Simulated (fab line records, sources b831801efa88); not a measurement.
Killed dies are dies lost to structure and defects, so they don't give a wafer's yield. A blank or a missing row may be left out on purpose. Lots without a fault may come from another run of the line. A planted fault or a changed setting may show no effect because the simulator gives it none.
Chamber matching | flow sky130 | SKY_CONTACT_CMP_27 on cmp-01: 4 sister chambers
The step polishes, stops on SiO2, t overpolish 15 s, target thk 0 nm. 18 wafers are shown with their chamber, then 9 later ones without.

WAFERS WITH THEIR CHAMBER
wafer  | chamber | time_to_endpoint_s (s) | motor_current_A (A) | overpolish_run_s (s)
L137.1 | 0       | 86                     | 10.6                | 14.994
L137.4 | 3       | 83                     | 10.9                | 14.997
L137.5 | 2       | 88                     | 12.1                | 15.012
L139.1 | 0       | 81                     | 11.7                | 14.991
L139.3 | 3       | 82                     | 11.0                | 14.993
L139.6 | 0       | 83                     | 11.2                | 14.997
L140.1 | 3       | 84                     | 10.6                | 15.005
L140.2 | 1       | 89                     | 11.3                | 14.995
L140.6 | 1       | 88                     | 11.1                | 15.006
L143.1 | 2       | 84                     | 12.1                | 14.996
L143.3 | 0       | 85                     | 11.0                | 14.991
L143.4 | 3       | 81                     | 11.1                | 15.008
L146.1 | 1       | 89                     | 10.2                | 14.996
L146.3 | 0       | 87                     | 11.0                | 15.000
L146.5 | 3       | 82                     | 11.2                | 14.997
L151.1 | 2       | 87                     | 12.3                | 14.987
L151.3 | 3       | 84                     | 11.6                | 14.997
L151.6 | 0       | 84                     | 11.1                | 15.008

SIGNATURES (means of the wafers above)
reading            | chamber 0 | chamber 1 | chamber 2 | chamber 3 | scatter within a chamber
time_to_endpoint_s | 84.33     | 88.67     | 86.33     | 82.67     | 1.69
motor_current_A    | 11.100    | 10.867    | 12.167    | 11.067    | 0.369
overpolish_run_s   | 14.99683  | 14.99900  | 14.99833  | 14.99950  | 0.00741
Rule: a wafer's distance from a chamber is the root of the sum, over the readings, of the square of ((its reading less the chamber's mean) divided by the reading's scatter). The wafer belongs to the nearest chamber; if the next one is less than 2 further off, it can't be placed. The scatter: the root of (the sum of the squares of (reading less its chamber's mean) over the shown wafers, divided by (wafers less chambers)).

WAFERS WITHOUT THEIR CHAMBER
wafer  | time_to_endpoint_s (s) | motor_current_A (A) | overpolish_run_s (s)
L155.1 | 84                     | 13.1                | 15.005
L155.2 | 87                     | 10.3                | 15.011
L155.5 | 79                     | 10.9                | 15.000
L158.2 | 86                     | 12.2                | 15.012
L158.3 | 79                     | 10.8                | 14.992
L158.6 | 83                     | 10.9                | 14.989
L160.2 | 81                     | 12.7                | 15.005
L160.3 | 82                     | 10.8                | 14.993
L160.4 | 78                     | 10.8                | 15.004

WHICH CHAMBER EACH WENT THROUGH
wafer  | from the rows above          | in truth
L155.1 | 2                            | 2
L155.2 | can't be placed: 1 or 0 or 3 | 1
L155.5 | can't be placed: 3 or 0      | 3
L158.2 | can't be placed: 2 or 0      | 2
L158.3 | can't be placed: 3 or 0      | 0
L158.6 | can't be placed: 0 or 3      | 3
L160.2 | can't be placed: 2 or 3 or 0 | 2
L160.3 | can't be placed: 3 or 0      | 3
L160.4 | can't be placed: 3 or 0      | 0
Placed correctly: 1 of 9. Can't be placed from these rows: 8 (the true chamber is among the candidates in 8). Placed wrongly: 0.
